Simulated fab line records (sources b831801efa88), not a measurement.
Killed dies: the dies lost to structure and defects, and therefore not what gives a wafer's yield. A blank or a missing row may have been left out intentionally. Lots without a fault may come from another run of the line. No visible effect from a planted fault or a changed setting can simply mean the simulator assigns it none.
Code-filled problem report in 8D (eight disciplines) form ; flow gf180mcu ; the parts of the form that need people (team, actions taken, sign-off) are left out

== 1. PROBLEM STATEMENT ==
At GF_STI_WET_ETCH_26, run-length-s averages 94 s over 6 wafers from 2 lots, while fault-free wafers read 217 s, standard deviation 4. Relative to the usual mean, that is a shift of -31 standard deviations.
The step: etches SiO2 in dHF, target depth 94 nm, time 188 s.
First seen on wafer L741.2, day 4 13:17, on wet-bench-04. The record holds 18 wafers of 6 lots with a number at this step. Rule for "out" (also "out of limits"): further than 4 standard deviations from the usual mean. Any other wafer with a number is counted as sound.

== 2. WHAT IT IS, AND WHAT IT ISN'T ==
question;is;is not
which readings at this step;run-length-s;-
which lots;L741, L744;L732, L734, L743, L750
which wafers of those lots;all that have a number;-
read on which tools;wet-bench-04;wet-bench-01, wet-bench-03
when;from day 4 13:17;"up to then (6 sound wafers); but 6 sound wafers of L743, L750 came after"

== 3. WHAT RULES OUT EACH SUSPECT ==
Counting: any tool at a process step up to the reading is kept as a suspect provided that every lot that is out went through it and no sound lot did after the first of them.
- rie-si-01 at GF_STI_ETCH_14 (etches Si in HBr/Cl2/O2, target depth 360 nm, time 102.9 s): ruled out as a lasting fault. Sound lots L743, L750 ran on it after its first lot that is out, L741 (day 4 11:03).
- wet-bench-04 at GF_STI_WET_ETCH_26 (etches SiO2 in dHF, target depth 94 nm, time 188 s): kept. All lots that are out passed through it, beginning with L741 at day 4 13:17, and no sound lot followed; its final sound lot before that point was L734 at day 3 01:41. Its own run-length-s readings are out on those wafers.
The count leaves wet-bench-04 at GF_STI_WET_ETCH_26.

== 4. THE CAUSE (what the simulator had put in) ==
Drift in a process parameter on wet-bench-04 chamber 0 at GF_STI_WET_ETCH_26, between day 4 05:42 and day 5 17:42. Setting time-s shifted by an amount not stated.
After counting, this tool was the only one left.

== 5. THE CHAIN OF EFFECTS, in route order ==
One row per reading whose mean, taken over the struck wafers that have a number, lies over 3 standard deviations from the usual. Only readings for which the record gives a usual standard deviation are gone through. hours: the time from each lot's start at the first step in this table that gives one to its start at this step, as a median over the lots. sigmas: the change in usual standard deviations.
hours;step;reading;usual;on struck wafers;change;sigmas
0;GF_STI_WET_ETCH_26;run-length-s;217 s;94;-124;-31
Its process steps:
- GF_STI_WET_ETCH_26: etches SiO2 in dHF, target depth 94 nm, time 188 s.
At these later measuring or inspecting steps, every struck wafer for which the step has a row has a number for every such reading, and none has moved that far: GF_STI_THK_MEAS_30, GF_DNWELL_TW_MEAS_09, GF_NWELL_OVL_MEAS_07, GF_NWELL_TW_MEAS_11.

== 6. WHAT WOULD HAVE CAUGHT IT SOONER ==
The fault began at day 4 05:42; the first out-of-limits reading in this record came at day 4 13:17, 8 hours later.
